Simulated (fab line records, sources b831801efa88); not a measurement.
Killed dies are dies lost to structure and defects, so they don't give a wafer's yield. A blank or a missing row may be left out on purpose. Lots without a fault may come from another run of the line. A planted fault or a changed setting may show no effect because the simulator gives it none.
Chamber matching | flow gf180mcu | GF_V1_CMP_04 on cmp-02: 4 sister chambers
The step polishes SiO2. 4 wafers are shown with their chamber, then 9 later ones without.

WAFERS WITH THEIR CHAMBER
wafer  | chamber | motor_current_A (A)
L858.1 | 0       | 13.9
L858.5 | 3       | 12.4
L862.5 | 2       | 10.2
L862.6 | 1       | 10.8

WAFERS WITHOUT THEIR CHAMBER
wafer  | motor_current_A (A)
L865.3 | 10.7
L865.5 | 10.4
L865.6 | 10.6
L870.1 | 13.6
L870.2 | 10.4
L870.5 | 10.7
L872.1 | 12.1
L872.2 | 13.6
L872.6 | 10.5

WHICH CHAMBER EACH WENT THROUGH
wafer  | from the rows above     | in truth
L865.3 | can't be placed: 1 or 2 | 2
L865.5 | can't be placed: 2 or 1 | 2
L865.6 | can't be placed: 1 or 2 | 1
L870.1 | 0                       | 0
L870.2 | can't be placed: 2 or 1 | 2
L870.5 | can't be placed: 1 or 2 | 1
L872.1 | 3                       | 3
L872.2 | 0                       | 0
L872.6 | can't be placed: 1 or 2 | 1
Placed correctly: 3 of 9. Can't be placed from these rows: 6 (the true chamber is among the candidates in 6). Placed wrongly: 0.
How it was worked out, from the rows above alone: a wafer's distance from a chamber is the root of the sum, over the readings, of the square of ((its reading less the chamber's mean) divided by the reading's scatter). The wafer belongs to the nearest chamber; if the next one is less than 2 further off, it can't be placed. A chamber's mean is the mean of its shown wafers. The scatter: with one shown wafer a chamber, the root of the mean of the squares of how far each hidden wafer lies from its nearest shown one.
